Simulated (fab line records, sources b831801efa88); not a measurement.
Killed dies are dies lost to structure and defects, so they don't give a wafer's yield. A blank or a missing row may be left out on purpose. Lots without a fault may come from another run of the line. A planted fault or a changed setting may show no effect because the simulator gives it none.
One fault seen from 2 desks | flow sky130 | each desk has only its own numbers; what lay behind them comes last

THE TOOL OWNER'S DESK: furnace-01
The tool's own readings at SKY_SONOS_ONO_OXIDATION_00 (stabilise 600 s, purge 300 s, target thk 2.6 nm): means of the sampled wafers that have a number, for each lot that ran on this tool. A lot is out of limits, marked OUT, if its mean lies more than 4 standard deviations from the usual mean; the brackets give that distance. Of its 11 readings 7 are shown: the one that was out of limits first, and those that lie furthest out on some lot.
Columns: A = spike_tc_bottom_C at SKY_SONOS_ONO_OXIDATION_00, usual 819.0 C; B = spike_tc_centre_C at SKY_SONOS_ONO_OXIDATION_00, usual 799.3 C; C = spike_tc_lower_C at SKY_SONOS_ONO_OXIDATION_00, usual 801.8 C; D = spike_tc_top_C at SKY_SONOS_ONO_OXIDATION_00, usual 813.2 C; E = spike_tc_upper_C at SKY_SONOS_ONO_OXIDATION_00, usual 800.2 C; F = tube_center_temp_C at SKY_SONOS_ONO_OXIDATION_00, usual 800 C; G = tube_center_temp_C_max at SKY_SONOS_ONO_OXIDATION_00, usual 802.1
lot  | first seen here | A               | B               | C                | D                | E               | F                     | G
L180 | day 11 08:38    | 818.9           | 800.0           | 803.8            | 810.6            | 800.1           | 800                   | 801.7
L193 | day 15 14:32    | 817.8           | 799.9           | 803.7            | 810.7            | 798.9           | 800                   | 801.9
L194 | day 15 18:38    | 801.7 (-17) OUT | 781.9 (-16) OUT | 785.9 (-6.6) OUT | 793.4 (-7.9) OUT | 781.3 (-17) OUT | 782 (-99 or more) OUT | 783.4 (-53) OUT
L195 | day 16 08:03    | 800.4 (-19) OUT | 781.2 (-16) OUT | 785.5 (-6.8) OUT | 792.8 (-8.2) OUT | 780.9 (-18) OUT | 782 (-99 or more) OUT | 783.6 (-53) OUT
L203 | day 18 20:35    | 819.6           | 800.0           | 803.6            | 810.8            | 800.2           | 800                   | 802.0
This desk's finding: out of limits on L194, L195; first on L194, day 15 18:38 (spike_tc_bottom_C at SKY_SONOS_ONO_OXIDATION_00). In limits: L180, L193, L203.

THE METROLOGY DESK
What the gauges read, lot by lot, whatever tool the lot ran on: means of the sampled wafers that have a number. A lot is out of limits, marked OUT, if its mean lies more than 4 standard deviations from the usual mean; the brackets give that distance.
Columns: A = VT_ADJUST_HVTR_OVL at SKY_VT_ADJUST_HVTR_OVL_MEAS_08, usual 0.2 nm; B = cd_nm at SKY_SONOS_TUNNEL_CD_MEAS_07, usual 410.1 nm; C = SONOS_ONO_OXIDATION_THK at SKY_SONOS_ONO_THK_MEAS_01, usual 2.62 nm; D = GATE_OXIDE_OXIDATION_00_THK at SKY_GATE_OXIDE_THK_MEAS_02, usual 10.46 nm
lot  | first seen here | A    | B     | C               | D
L180 | day 9 07:25     | 0.3  | 407.1 | 2.72            | 10.58
L183 | day 10 06:44    | 2.7  | 409.8 | 2.59            | 10.40
L186 | day 10 21:43    | -0.5 | 409.5 | 2.64            | 10.52
L187 | day 11 10:31    | 1.7  | 412.0 | 2.60            | 10.16
L188 | day 11 22:08    | -1.8 | 411.0 | 2.63            | 10.65
L193 | day 13 08:01    | 1.6  | 412.2 | 2.69            | 10.44
L194 | day 13 12:41    | 0.4  | 408.8 | 2.07 (-9.3) OUT | 10.31
L195 | day 13 23:42    | 0.1  | 410.4 | 1.96 (-11) OUT  | 9.94
L201 | day 15 17:02    | -0.1 | 410.5 | 2.54            | 10.71
L202 | day 16 01:10    | -0.1 | 405.1 | 2.61            | 10.51
L203 | day 16 09:53    | 0.2  | 410.9 | 2.61            | 10.61
This desk's finding: out of limits on L194, L195; first on L194, day 15 19:58 (SONOS_ONO_OXIDATION_THK at SKY_SONOS_ONO_THK_MEAS_01). In limits: L180, L183, L186, L187, L188, L193, L201, L202, L203.

PUT TOGETHER
The tool owner's desk could have raised an alarm at day 15 18:38, on L194, L195.
The metrology desk could have raised an alarm at day 15 19:58, on L194, L195.
Of the lots named, all ran SKY_SONOS_ONO_OXIDATION_00 on furnace-01.

WHAT THE SIMULATOR HAD PUT IN
Process parameter drift: furnace-01, from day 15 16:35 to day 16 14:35, at SKY_SONOS_ONO_OXIDATION_00. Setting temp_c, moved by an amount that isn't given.
Lots struck among those shown: L194, L195.
Hours from the fault's start to each desk's first reading out of limits: the tool owner's desk, 2; the metrology desk, 3.
